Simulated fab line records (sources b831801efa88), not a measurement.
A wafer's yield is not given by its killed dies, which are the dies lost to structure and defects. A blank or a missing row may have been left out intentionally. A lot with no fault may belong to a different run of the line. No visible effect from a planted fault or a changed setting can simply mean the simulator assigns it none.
Split-lot trial / flow sky130 / route with 708 steps; 5 lots, 23 wafers read

ON THE SPLIT
At SKY_VIA4_COAT_06 (resist thk 1140 nm), the setting spinRpm was moved away from the recipe's 3000 rpm on 5 of the 23 wafers read, by -4.0% to +2.0%. For the rest of the wafers, this setting stayed at what the recipe calls for.

FROM THE SPLIT TO THE READING: what the file shows between them, 3 steps
- SKY_VIA4_SOFTBAKE_07: time 60 s
- SKY_VIA4_EXPOSE_08: exposes mask VIM4, target cd 800 nm
- SKY_VIA4_DEVELOP_10: develop time 60 s

THE READING
NOVOLAK_of_VIA4_COAT_06.thkNm (the simulator's own value, which no gauge read), in nm, at SKY_VIA4_ETCH_12 (etches SiO2 in C4F8/O2/Ar, stops on TiN, target depth 580 nm). No usual value for it is given in the file. Across the 18 wafers here that went through the recipe, the average is 1007.1 nm and the standard deviation 3.7 nm.

wafer=L078.2; tool, chamber at the split=lithoTrack-01, 0; spinRpm as run, rpm=3000; against the recipe=recipe; NOVOLAK_of_VIA4_COAT_06.thkNm, nm=1013; against lot-mates on the recipe=-
wafer=L078.3; tool, chamber at the split=lithoTrack-01, 0; spinRpm as run, rpm=3000; against the recipe=recipe; NOVOLAK_of_VIA4_COAT_06.thkNm, nm=1013; against lot-mates on the recipe=-
wafer=L078.6; tool, chamber at the split=lithoTrack-01, 0; spinRpm as run, rpm=3000; against the recipe=recipe; NOVOLAK_of_VIA4_COAT_06.thkNm, nm=1012; against lot-mates on the recipe=-
wafer=L079.1; tool, chamber at the split=lithoTrack-04, 0; spinRpm as run, rpm=3000; against the recipe=recipe; NOVOLAK_of_VIA4_COAT_06.thkNm, nm=1009; against lot-mates on the recipe=-
wafer=L079.2; tool, chamber at the split=lithoTrack-04, 0; spinRpm as run, rpm=3000; against the recipe=recipe; NOVOLAK_of_VIA4_COAT_06.thkNm, nm=1002; against lot-mates on the recipe=-
wafer=L079.4; tool, chamber at the split=lithoTrack-04, 0; spinRpm as run, rpm=3061; against the recipe=+2.0%; NOVOLAK_of_VIA4_COAT_06.thkNm, nm=993.7; against lot-mates on the recipe=-11.3
wafer=L079.5; tool, chamber at the split=lithoTrack-04, 0; spinRpm as run, rpm=3061; against the recipe=+2.0%; NOVOLAK_of_VIA4_COAT_06.thkNm, nm=996.4; against lot-mates on the recipe=-8.6
wafer=L079.6; tool, chamber at the split=lithoTrack-04, 0; spinRpm as run, rpm=3000; against the recipe=recipe; NOVOLAK_of_VIA4_COAT_06.thkNm, nm=1004; against lot-mates on the recipe=-
wafer=L080.1; tool, chamber at the split=lithoTrack-04, 0; spinRpm as run, rpm=3000; against the recipe=recipe; NOVOLAK_of_VIA4_COAT_06.thkNm, nm=1006; against lot-mates on the recipe=-
wafer=L080.5; tool, chamber at the split=lithoTrack-04, 0; spinRpm as run, rpm=3000; against the recipe=recipe; NOVOLAK_of_VIA4_COAT_06.thkNm, nm=1006; against lot-mates on the recipe=-
wafer=L080.6; tool, chamber at the split=lithoTrack-04, 0; spinRpm as run, rpm=3000; against the recipe=recipe; NOVOLAK_of_VIA4_COAT_06.thkNm, nm=1006; against lot-mates on the recipe=-
wafer=L080.2; tool, chamber at the split=lithoTrack-04, 0; spinRpm as run, rpm=3000; against the recipe=recipe; NOVOLAK_of_VIA4_COAT_06.thkNm, nm=1007; against lot-mates on the recipe=-
wafer=L080.4; tool, chamber at the split=lithoTrack-04, 0; spinRpm as run, rpm=3000; against the recipe=recipe; NOVOLAK_of_VIA4_COAT_06.thkNm, nm=1010; against lot-mates on the recipe=-
wafer=L081.1; tool, chamber at the split=lithoTrack-01, 0; spinRpm as run, rpm=3000; against the recipe=recipe; NOVOLAK_of_VIA4_COAT_06.thkNm, nm=1007; against lot-mates on the recipe=-
wafer=L081.2; tool, chamber at the split=lithoTrack-01, 0; spinRpm as run, rpm=3000; against the recipe=recipe; NOVOLAK_of_VIA4_COAT_06.thkNm, nm=1002; against lot-mates on the recipe=-
wafer=L081.3; tool, chamber at the split=lithoTrack-01, 0; spinRpm as run, rpm=3000; against the recipe=recipe; NOVOLAK_of_VIA4_COAT_06.thkNm, nm=1009; against lot-mates on the recipe=-
wafer=L081.4; tool, chamber at the split=lithoTrack-01, 0; spinRpm as run, rpm=3000; against the recipe=recipe; NOVOLAK_of_VIA4_COAT_06.thkNm, nm=1008; against lot-mates on the recipe=-
wafer=L081.5; tool, chamber at the split=lithoTrack-01, 0; spinRpm as run, rpm=3000; against the recipe=recipe; NOVOLAK_of_VIA4_COAT_06.thkNm, nm=998.5; against lot-mates on the recipe=-
wafer=L085.1; tool, chamber at the split=lithoTrack-01, 0; spinRpm as run, rpm=3000; against the recipe=recipe; NOVOLAK_of_VIA4_COAT_06.thkNm, nm=1009; against lot-mates on the recipe=-
wafer=L085.2; tool, chamber at the split=lithoTrack-01, 0; spinRpm as run, rpm=2881; against the recipe=-4.0%; NOVOLAK_of_VIA4_COAT_06.thkNm, nm=1034; against lot-mates on the recipe=+26.0
wafer=L085.3; tool, chamber at the split=lithoTrack-01, 0; spinRpm as run, rpm=2881; against the recipe=-4.0%; NOVOLAK_of_VIA4_COAT_06.thkNm, nm=1028; against lot-mates on the recipe=+20.0
wafer=L085.4; tool, chamber at the split=lithoTrack-01, 0; spinRpm as run, rpm=3000; against the recipe=recipe; NOVOLAK_of_VIA4_COAT_06.thkNm, nm=1007; against lot-mates on the recipe=-
wafer=L085.5; tool, chamber at the split=lithoTrack-01, 0; spinRpm as run, rpm=2881; against the recipe=-4.0%; NOVOLAK_of_VIA4_COAT_06.thkNm, nm=1030; against lot-mates on the recipe=+22.0

THE FIT
A straight line over all 23 wafers: NOVOLAK_of_VIA4_COAT_06.thkNm changes by -5.93 nm for each +1% of spinRpm; r = -0.93; the points scatter about the line by 3.6 nm.
The same after taking each lot's own level away (the mean of its wafers on the recipe; 23 wafers): -5.56 nm for each +1%; r = -0.96; scatter 2.6 nm.
On that fit, the largest move of spinRpm shifts the reading by 22 nm.
Across the lots, their own levels run from 1004.90 to 1012.67 nm, a range of 2.1 times the standard deviation given above.
Consequently the slope shifts little with the lot-to-lot level, the two slopes agreeing.
Check: +20.7 nm against its lot-mates is what the line predicts for one of the wafers moved furthest among these (-4.0%) when that wafer is left out of the fit. It came out at +26 nm against them.

THE WHOLE CHAIN: every reading that the file lists as answering this split, in the file's order
step=SKY_VIA4_COAT_06; what it does=resist thk 1140 nm; reading=NOVOLAK_of_VIA4_COAT_06.thkNm (the simulator's own value, which no gauge read); change (the file's fit)=-5.4 nm for each +1% of the setting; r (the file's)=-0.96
step=SKY_VIA4_ETCH_12; what it does=etches SiO2 in C4F8/O2/Ar, stops on TiN, target depth 580 nm; reading=NOVOLAK_of_VIA4_COAT_06.thkNm (the simulator's own value, which no gauge read); change (the file's fit)=-5.58 nm for each +1% of the setting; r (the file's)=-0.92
step=SKY_VIA4_STRIP_13; what it does=strips in O2/N2; reading=stripTimeToEndpointS; change (the file's fit)=withheld for each +1% of the setting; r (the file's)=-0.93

FILE'S OWN FIT
NOVOLAK_of_VIA4_COAT_06.thkNm changes by -5.58 nm for each +1% of spinRpm, r = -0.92.
